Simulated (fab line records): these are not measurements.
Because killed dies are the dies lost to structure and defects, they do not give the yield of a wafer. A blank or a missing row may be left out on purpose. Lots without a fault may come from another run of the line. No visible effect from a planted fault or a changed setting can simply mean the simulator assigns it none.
Which tool was responsible? | flow gf180mcu | 14 lots with 42 wafers sampled at 5 steps, on a route of 602 steps

== WHAT THE GAUGES SHOWED, per wafer ==
GF_HV_LDD_CD_MEAS_31 targets a cd of 400 nm.
lot  | measured     | on        | cd nm (nm)
L265 | day 11 20:44 | cd sem-01 | 395.5 396.7 395.6
L267 | day 12 05:07 | cd sem-01 | 401.0 398.2 400.7
L269 | day 13 06:07 | cd sem-02 | 397.2 397.2 396.9
L270 | day 13 10:46 | cd sem-02 | 403.5 402.3 404.7
L272 | day 14 09:10 | cd sem-01 | 396.3 398.2 398.0
L273 | day 14 16:22 | cd sem-02 | 398.4 398.0 396.8
L274 | day 14 21:32 | cd sem-02 | 398.3 400.1 400.9
L276 | day 15 13:39 | cd sem-02 | 401.5 400.2 399.6
L277 | day 15 19:13 | cd sem-02 | 399.6 397.9 400.8
L278 | day 15 21:56 | cd sem-01 | 400.6 400.9 400.0
L280 | day 16 12:19 | cd sem-02 | 402.3 399.9 400.4
L279 | day 16 14:06 | cd sem-01 | 404.8 402.3 401.2
L284 | day 17 11:47 | cd sem-02 | 395.6 399.5 396.5
L285 | day 17 21:04 | cd sem-02 | 403.1 402.9 403.3

GF_SALICIDE_RS_MEAS_04: uses a four-point probe to measure.
lot  | measured     | on            | SALICIDE_TIN_RS (ohm/sq)
L265 | day 15 12:07 | film metro-01 | 16.06 16.29 16.21
L267 | day 15 23:17 | film metro-04 | 16.63 16.52 16.49
L269 | day 16 23:58 | film metro-04 | 16.66 16.13 16.11
L270 | day 17 05:37 | film metro-04 | 15.91 16.12 15.99
L272 | day 18 06:16 | film metro-01 | 16.88 16.48 16.24
L273 | day 18 14:48 | film metro-01 | 16.27 16.17 16.11
L274 | day 18 19:14 | film metro-01 | 16.15 16.50 16.50
L276 | day 19 13:23 | film metro-04 | 16.36 16.50 16.14
L277 | day 19 19:22 | film metro-04 | 16.16 16.33 16.10
L278 | day 19 21:20 | film metro-03 | 15.85 15.99 15.89
L280 | day 20 13:44 | film metro-01 | 16.54 16.27 16.11
L279 | day 20 16:23 | film metro-01 | 16.52 16.60 16.40
L284 | day 21 15:13 | film metro-01 | 17.93 18.17 18.14
L285 | day 22 02:49 | film metro-04 | 17.83 18.11 17.69

GF_V1_BOW_MEAS_05.
lot  | measured     | on            | V1_BOW (um)
L265 | day 17 11:20 | film metro-03 | 91 80 61
L267 | day 17 23:47 | film metro-03 | 89 90 74
L269 | day 19 01:49 | film metro-02 | 78 69 68
L270 | day 19 08:12 | film metro-01 | 84 69 88
L272 | day 20 09:57 | film metro-01 | 87 86 85
L273 | day 20 18:04 | film metro-02 | 74 69 80
L274 | day 20 22:40 | film metro-01 | 72 86 91
L276 | day 21 17:55 | film metro-01 | 71 65 81
L277 | day 21 22:56 | film metro-03 | 80 73 88
L278 | day 22 03:53 | film metro-01 | 93 81 83
L280 | day 22 18:41 | film metro-03 | 96 85 92
L279 | day 22 20:37 | film metro-01 | 98 79 91
L284 | day 23 17:28 | film metro-02 | 97 82 83
L285 | day 24 06:11 | film metro-03 | 97 82 75

== WHAT TOOL EACH LOT RAN ON (gives the tool, then ch and the chambers of the sampled wafers, and finally the start) ==
lot  | GF_SALICIDE_SPUTTER_02       | GF_CONTACT_CVD_24
L265 | pvd sputter-01, day 15 12:01 | cvd w-01 ch 0,1, day 16 10:34
L267 | pvd sputter-02, day 15 23:14 | cvd w-02 ch 0,1, day 16 23:28
L269 | pvd sputter-03, day 16 23:53 | cvd w-01 ch 0,1, day 18 00:01
L270 | pvd sputter-02, day 17 05:34 | cvd w-02 ch 0,1, day 18 06:16
L272 | pvd sputter-01, day 18 06:12 | cvd w-01 ch 0, day 19 07:41
L273 | pvd sputter-03, day 18 14:37 | cvd w-02 ch 0,1, day 19 15:53
L274 | pvd sputter-01, day 18 19:11 | cvd w-01 ch 0, day 19 20:14
L276 | pvd sputter-03, day 19 13:20 | cvd w-02 ch 0,1, day 20 15:29
L277 | pvd sputter-03, day 19 19:17 | cvd w-02 ch 0,1, day 20 21:03
L278 | pvd sputter-02, day 19 21:15 | cvd w-01 ch 0, day 20 22:28
L280 | pvd sputter-01, day 20 13:41 | cvd w-02 ch 0,1, day 21 16:04
L279 | pvd sputter-02, day 20 16:20 | cvd w-01 ch 0, day 21 18:16
L284 | pvd sputter-03, day 21 15:10 | cvd w-01 ch 1, day 22 15:49
L285 | pvd sputter-03, day 22 02:43 | cvd w-01 ch 0,1, day 23 04:10
- GF_SALICIDE_SPUTTER_02: material Co, target thk 10 nm, time 20 s.
- GF_CONTACT_CVD_24: deposits W, target thk 300 nm, time 90.339 s.

== AS READ BY THE TOOLS THEMSELVES (means over the sampled wafers that have a number; for cases with no such wafer, the mark the record gives instead) ==
GF_SALICIDE_SPUTTER_02.
lot  | tool           | throttle valve pct (%)
L265 | pvd sputter-01 | 31.1
L267 | pvd sputter-02 | 29.6
L269 | pvd sputter-03 | 31.6
L270 | pvd sputter-02 | 29.2
L272 | pvd sputter-01 | 30.0
L273 | pvd sputter-03 | 28.9
L274 | pvd sputter-01 | 30.6
L276 | pvd sputter-03 | 29.5
L277 | pvd sputter-03 | 30.3
L278 | pvd sputter-02 | 28.9
L280 | pvd sputter-01 | 29.9
L279 | pvd sputter-02 | 29.4
L284 | pvd sputter-03 | 30.2
L285 | pvd sputter-03 | 30.4

GF_CONTACT_CVD_24.
lot  | tool     | heater power outer w (W) | heater power w (W)
L265 | cvd w-01 | 507                      | 852
L267 | cvd w-02 | 489                      | 782
L269 | cvd w-01 | 516                      | 893
L270 | cvd w-02 | 479                      | 756
L272 | cvd w-01 | 501                      | 829
L273 | cvd w-02 | 480                      | 759
L274 | cvd w-01 | 499                      | 828
L276 | cvd w-02 | 459                      | 756
L277 | cvd w-02 | 477                      | 772
L278 | cvd w-01 | 500                      | 826
L280 | cvd w-02 | 455                      | 754
L279 | cvd w-01 | 502                      | 809
L284 | cvd w-01 | 518                      | 909
L285 | cvd w-01 | 514                      | 865

== THE ANSWER, worked out from the rows above alone ==
Rule: what is usual is taken from the lots themselves. The widest of any qualifying gaps counts: lots, ordered by their means at a reading, are off when they make up no more than a third of the lots, leave a main group of 4 or more, and stand apart from it by 3 or more times the standard deviation of that group's means. A main group is skipped when, at the precision printed for the reading in the tables above, its means are all equal. A lot without any number at a reading at which 4 lots or more have one is off too. The other lots that the step has rows for count as sound. After the gauges, taken in route order, come the tools' own readings; for these a lot's mean is taken, as printed above. The first step at which some lot is off is used, and at that step the reading that is off furthest; a lot without a number counts as furthest.
Off: at GF_SALICIDE_RS_MEAS_04 (SALICIDE_TIN_RS), L284, L285. The main group: mean 16.28 ohm/sq, standard deviation 0.19.
A tool fits if, at a process step before that reading, it ran every lot that is off, and no sound lot after the first of them. Those tools and the gauges at GF_SALICIDE_RS_MEAS_04 are tried in the same way. One candidate fits, namely pvd sputter-03 at GF_SALICIDE_SPUTTER_02. Its last sound lot is L277 (day 19 19:17), its first lot that is off L284 (day 21 15:10): a fault that began between those two fits.

== WHAT WAS PUT IN BY THE SIMULATOR ==
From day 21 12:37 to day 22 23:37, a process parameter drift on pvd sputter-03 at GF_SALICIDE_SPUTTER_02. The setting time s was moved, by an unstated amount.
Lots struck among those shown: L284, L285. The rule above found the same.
